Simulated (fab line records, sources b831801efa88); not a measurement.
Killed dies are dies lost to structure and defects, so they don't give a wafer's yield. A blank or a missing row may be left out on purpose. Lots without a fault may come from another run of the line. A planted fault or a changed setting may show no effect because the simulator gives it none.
Which tool did it? | flow sky130 | 11 lots, 33 wafers sampled, at 3 steps of a route of 708

WHAT THE GAUGES READ, wafer by wafer
SKY_METAL2_CD_MEAS_15: target cd 140 nm.
lot  | measured     | on        | cd_nm (nm)
L125 | day 35 10:28 | cd_sem-02 | 140.9 139.6 140.1
L128 | day 36 12:29 | cd_sem-01 | 140.2 139.1 140.5
L129 | day 36 16:58 | cd_sem-02 | 141.6 140.9 140.3
L130 | day 36 19:17 | cd_sem-02 | 140.7 141.3 143.3
L131 | day 37 05:05 | cd_sem-02 | 136.6 136.1 137.3
L132 | day 37 23:17 | cd_sem-02 | 139.6 138.8 137.3
L133 | day 37 23:22 | cd_sem-01 | 140.2 139.9 139.0
L142 | day 40 14:39 | cd_sem-01 | 143.1 142.1 141.6
L143 | day 40 20:01 | cd_sem-01 | 140.0 139.3 140.9
L147 | day 41 19:38 | cd_sem-02 | 140.1 140.5 138.6
L146 | day 42 01:41 | cd_sem-02 | 141.7 141.2 141.1

WHICH TOOL RAN EACH LOT (tool, then ch and the chambers of the sampled wafers, then the start)
lot  | SKY_METAL1_STRIP_20                  | SKY_METAL2_SPUTTER_02
L125 | plasma_asher-03 ch 0,1, day 33 03:01 | pvd_sputter-01, day 34 08:25
L128 | plasma_asher-03 ch 0,1, day 34 05:47 | pvd_sputter-01, day 35 10:33
L129 | plasma_asher-02 ch 0,1, day 34 10:34 | pvd_sputter-01, day 35 14:25
L130 | plasma_asher-03 ch 0, day 34 12:47   | pvd_sputter-01, day 35 16:43
L131 | plasma_asher-03 ch 0,1, day 34 22:41 | pvd_sputter-01, day 36 02:47
L132 | plasma_asher-04 ch 0,1, day 35 16:09 | pvd_sputter-01, day 36 21:08
L133 | plasma_asher-03 ch 0,1, day 35 16:29 | pvd_sputter-03, day 36 21:12
L142 | plasma_asher-04 ch 1, day 38 12:08   | pvd_sputter-04, day 39 15:15
L143 | plasma_asher-02 ch 0,1, day 38 15:41 | pvd_sputter-04, day 39 19:22
L147 | plasma_asher-03 ch 0,1, day 39 16:43 | pvd_sputter-03, day 40 19:31
L146 | plasma_asher-04 ch 1, day 39 22:48   | pvd_sputter-01, day 41 02:03
- SKY_METAL1_STRIP_20: strips in O2/N2.
- SKY_METAL2_SPUTTER_02: material AlCu, target thk 250 nm, time 13.3 s.

THE ANSWER, worked out from the rows above alone
Rule: what is usual is taken from the lots themselves. Put in order of their means at a reading, lots are off if they are a third of the lots or fewer, leave a main group of 4 or more, and stand apart from it by a gap of 3 or more times the standard deviation of the main group's means; of several such gaps the widest counts. A main group whose means are all the same, to the digits that the tables above print for the reading, isn't used. A lot without any number at a reading at which 4 lots or more have one is off too. The other lots that the step has rows for count as sound.
No lot is off at any reading shown: from this, nothing can be told.

WHAT THE SIMULATOR HAD PUT IN
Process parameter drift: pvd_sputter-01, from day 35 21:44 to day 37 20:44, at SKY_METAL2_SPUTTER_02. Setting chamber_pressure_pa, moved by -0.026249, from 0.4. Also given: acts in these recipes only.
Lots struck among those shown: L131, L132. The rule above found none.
